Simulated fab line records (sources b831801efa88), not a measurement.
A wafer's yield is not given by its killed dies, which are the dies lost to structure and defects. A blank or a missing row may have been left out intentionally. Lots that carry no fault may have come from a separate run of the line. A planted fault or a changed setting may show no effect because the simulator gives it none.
Comparing a struck lot with a sound one    flow sky130    15 out of 708 route steps
Sound: the wafers L108.1, L108.3, L108.4. Struck: wafer L997.6 (left out: L997.4, a lot-mate that was not struck); the cause follows at the end.
Per side, at each step with rows, come the tool, then ch with its chambers, and then its first start. Under that, the readings that differ: sound wafers    struck wafers    difference of the means    sigmas: that difference in standard deviations of wafers without a fault.
alike: readings with means less than 2 such deviations apart, plus words and numbers identical on both sides. not compared: withheld readings, readings lacking a value on some wafer, bounds such as >300 that could conceal the same value, and numbers that have no deviation in the record and whose values overlap.
A row with sigmas, a row that says differs or no value, or rows on one side alone: a step with any of these is where the two part. Numbers that don't overlap but have no deviation are shown without sigmas and don't part them. A reading missing from all wafers of one side parts the sides only when that side holds two or more wafers.

first, 8 steps without rows for these wafers: SKY_POLY_GATE_DEHYDRATE_05 (time 60 s); SKY_POLY_GATE_HMDS_06 (prime time 60 s); SKY_POLY_GATE_COAT_07 (resist thk 110 nm); SKY_POLY_GATE_COAT_08 (resist thk 450 nm); SKY_POLY_GATE_SOFTBAKE_09 (time 90 s); SKY_POLY_GATE_EXPOSE_10 (exposes mask P1M, target cd 150 nm); SKY_POLY_GATE_PEB_11; SKY_POLY_GATE_DEVELOP_12 (develop time 60 s).
SKY_POLY_GATE_CD_MEAS_13: target cd 150 nm.
  sound on cdSem-01, day 23 17:17; struck on cdSem-01, day 19 00:07
  alike: cdNm
SKY_POLY_GATE_OVL_MEAS_14:
  sound on overlay-02, day 23 17:25; struck on overlay-01, day 19 00:11
reading             sound     struck  difference  sigmas
POLY_GATE_OVL (nm)  -1 -3 -1  9       +11         +2
SKY_POLY_GATE_ETCH_15: etches BARC in N2/H2, stops on SiO2, time 118.5 s, target depth 110 nm.
  sound on rieDiel-03 ch 0,3, day 23 17:27; struck on rieDiel-03 ch 3, day 19 00:13
reading            sound           struck  difference  sigmas
n2FlowSccm (sccm)  99.9 99.7 99.4  100.4   +0.7        +2
  alike: drypumpMotorCurrentA, oesProductAu, throttleValvePct
  not compared: rfHoursCounterH
SKY_POLY_GATE_ETCH_16: etches Si3N4 in CH3F/O2, stops on poly-Si, time 147.5 s, target depth 75 nm.
  sound on rieDiel-03 ch 0,3, day 23 17:32; struck on rieDiel-03 ch 3, day 19 00:17
  alike: O2_flow_sccm, drypumpMotorCurrentA, oesProductAu, throttleValvePct
  not compared: rfHoursCounterH
SKY_POLY_GATE_ETCH_17: etches poly-Si in HBr/Cl2, stops on SiO2, target depth 180 nm, time 70.5 s.
  sound on rieSi-01 ch 0,1,3, day 23 17:38; struck on rieSi-01 ch 1, day 19 00:23
reading                                          sound                    struck  difference  sigmas
oesProductAu (a.u.)                              0.987 0.993 0.998        0.945   -0.048      -5
overEtchFrac                                     0.56667 0.56667 0.56667  0.67    +0.10       
model.KrF-thick_of_POLY_GATE_COAT_08.thkNm (nm)  133.9 138.4 133.5        132.3   -3.0        
model.SiO2_of_SONOS_ONO_CVD_04.thkNm (nm)        4.333 4.368 4.339        4.053   -0.294      
  alike: drypumpMotorCurrentA, throttleValvePct
  not compared: rfHoursCounterH
SKY_POLY_GATE_STRIP_18: strips in O2/N2.
  sound on plasmaAsher-04 ch 0,1, day 23 17:41; struck on plasmaAsher-02 ch 1, day 19 00:29
  alike: drypumpMotorCurrentA, n2FlowSccm, o2FlowSccm, oesProductAu, stripTimeToEndpointS
  not compared: rfHoursCounterH
then, 1 step without rows for these wafers: SKY_PAD_OPEN_PROBE_99.

WHERE THEY PART
At SKY_POLY_GATE_OVL_MEAS_14 first; at SKY_POLY_GATE_ETCH_17 last (within this record only). Later steps at which nothing parts them and some readings are alike: SKY_POLY_GATE_STRIP_18.

WHY: what the simulator had put in
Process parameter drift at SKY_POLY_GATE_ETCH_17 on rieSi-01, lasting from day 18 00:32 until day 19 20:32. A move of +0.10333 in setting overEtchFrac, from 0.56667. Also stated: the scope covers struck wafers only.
